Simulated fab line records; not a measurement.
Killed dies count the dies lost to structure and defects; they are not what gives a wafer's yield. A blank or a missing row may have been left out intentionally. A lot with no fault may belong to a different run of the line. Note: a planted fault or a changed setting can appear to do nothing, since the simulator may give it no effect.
Which tool is to blame? | flow gf180mcu | route of 602 steps, sampled at 1 step: 7 lots, 21 wafers

== WHAT THE GAUGES READ, wafer by wafer ==
GF_M1_OVL_MEAS_15.
lot  | measured     | on         | M1_OVL (nm)
L978 | day 17 16:04 | overlay-02 | 3 8 8
L989 | day 21 15:46 | overlay-02 | 6 15 7
L991 | day 22 09:07 | overlay-02 | 1 1 1
L993 | day 23 07:01 | overlay-01 | 3 18 9
L995 | day 23 13:55 | overlay-01 | -5 0 -4
L997 | day 24 07:46 | overlay-02 | 8 13 11
L999 | day 24 16:39 | overlay-01 | 10 2 2

== WHAT TOOL EACH LOT RAN ON (gives the tool, then ch and the chambers of the sampled wafers, and finally the start) ==
There is no process step in the record ahead of these readings.

== THE ANSWER, worked out from the rows above alone ==
Rule: usual is defined by the lots themselves. The widest of any qualifying gaps counts: lots, ordered by their means at a reading, are off when they make up no more than a third of the lots, leave a main group of 4 or more, and stand apart from it by 3 or more times the standard deviation of that group's means. The tables above print the reading to a certain number of digits; a main group whose means all agree to those digits is not used. Also off: a lot with no number at a reading for which 4 or more lots have one. Any other lot the step has rows for is counted as sound.
Across all readings shown, no lot is off: no conclusion can be drawn from this.

== WHAT THE SIMULATOR HAD PUT IN ==
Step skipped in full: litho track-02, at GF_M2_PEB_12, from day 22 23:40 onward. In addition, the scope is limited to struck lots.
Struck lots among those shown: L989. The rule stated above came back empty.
